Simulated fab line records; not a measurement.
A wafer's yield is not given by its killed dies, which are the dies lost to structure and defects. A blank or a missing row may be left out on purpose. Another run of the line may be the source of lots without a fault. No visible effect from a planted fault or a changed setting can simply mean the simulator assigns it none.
What tool caused it? / flow sky130 / 12 lots, 36 wafers sampled, at 1 step of a route of 708

== WHAT EACH GAUGE READ, for each wafer ==
SKY_VT_ADJUST_HVTP_OVL_MEAS_08.
lot=L075; measured=day 6 04:22; on=overlay-02; VT_ADJUST_HVTP_OVL (nm)=-1.4 -0.5 -2.6
lot=L077; measured=day 6 16:11; on=overlay-01; VT_ADJUST_HVTP_OVL (nm)=1.9 2.6 2.3
lot=L079; measured=day 7 09:08; on=overlay-01; VT_ADJUST_HVTP_OVL (nm)=-0.6 -1.5 -0.6
lot=L081; measured=day 7 18:47; on=overlay-02; VT_ADJUST_HVTP_OVL (nm)=1.8 2.2 1.9
lot=L083; measured=day 8 11:53; on=overlay-02; VT_ADJUST_HVTP_OVL (nm)=0.2 -1.6 0.1
lot=L085; measured=day 8 18:31; on=overlay-02; VT_ADJUST_HVTP_OVL (nm)=-1.5 -0.5 -2.2
lot=L087; measured=day 9 14:35; on=overlay-02; VT_ADJUST_HVTP_OVL (nm)=-0.5 -0.9 -0.2
lot=L089; measured=day 10 01:26; on=overlay-02; VT_ADJUST_HVTP_OVL (nm)=3.2 3.9 4.9
lot=L092; measured=day 11 04:14; on=overlay-01; VT_ADJUST_HVTP_OVL (nm)=-0.5 0.7 2.7
lot=L093; measured=day 11 08:22; on=overlay-01; VT_ADJUST_HVTP_OVL (nm)=0.0 4.3 1.2
lot=L094; measured=day 11 14:35; on=overlay-02; VT_ADJUST_HVTP_OVL (nm)=0.9 1.2 1.4
lot=L097; measured=day 12 07:11; on=overlay-02; VT_ADJUST_HVTP_OVL (nm)=0.7 0.5 -0.6

== WHICH TOOL RAN EACH LOT (tool, then ch and the chambers of the sampled wafers, then the start) ==
Before these readings, the record contains no process step.

== THE ANSWER, worked out from the rows above alone ==
Rule: the lots themselves supply what counts as usual. Put in order of their means at a reading, lots are off if they are a third of the lots or fewer, leave a main group of 4 or more, and stand apart from it by a gap of 3 or more times the standard deviation of the main group's means; of several such gaps the widest counts. A main group is skipped when, at the precision printed for the reading in the tables above, its means are all equal. A lot without any number at a reading at which 4 lots or more have one is off too. The other lots that the step has rows for count as sound.
Across all readings shown, no lot is off: no conclusion can be drawn from this.

== WHAT WAS PUT IN BY THE SIMULATOR ==
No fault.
